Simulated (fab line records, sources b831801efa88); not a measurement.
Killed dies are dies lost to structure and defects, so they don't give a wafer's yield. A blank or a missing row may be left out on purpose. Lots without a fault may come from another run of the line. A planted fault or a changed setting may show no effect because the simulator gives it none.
Chamber matching | flow sky130 | SKY_CONTACT_ETCH_16 on rie_diel-04: 4 sister chambers
The step etches BARC in N2/H2, stops on SiO2, time 45.9 s, target depth 60 nm. 4 wafers are shown with their chamber, then 8 later ones without.

WAFERS WITH THEIR CHAMBER
wafer  | chamber | drypump_motor_current_A (A)
L081.6 | 3       | 6.2
L089.3 | 2       | 6.0
L089.4 | 1       | 5.6
L091.2 | 0       | 5.9

WAFERS WITHOUT THEIR CHAMBER
wafer  | drypump_motor_current_A (A)
L091.4 | 6.2
L091.5 | 6.0
L092.1 | 5.9
L092.2 | 6.2
L092.4 | 5.6
L096.3 | 6.2
L096.4 | 5.9
L096.5 | 6.1

WHICH CHAMBER EACH WENT THROUGH
wafer  | from the rows above     | in truth
L091.4 | 3                       | 3
L091.5 | 2                       | 2
L092.1 | 0                       | 0
L092.2 | 3                       | 3
L092.4 | 1                       | 1
L096.3 | 3                       | 3
L096.4 | 0                       | 0
L096.5 | can't be placed: 2 or 3 | 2
Placed correctly: 7 of 8. Can't be placed from these rows: 1 (the true chamber is among the candidates in 1). Placed wrongly: 0.
How it was worked out, from the rows above alone: a wafer's distance from a chamber is the root of the sum, over the readings, of the square of ((its reading less the chamber's mean) divided by the reading's scatter). The wafer belongs to the nearest chamber; if the next one is less than 2 further off, it can't be placed. A chamber's mean is the mean of its shown wafers. The scatter: with one shown wafer a chamber, the root of the mean of the squares of how far each hidden wafer lies from its nearest shown one.
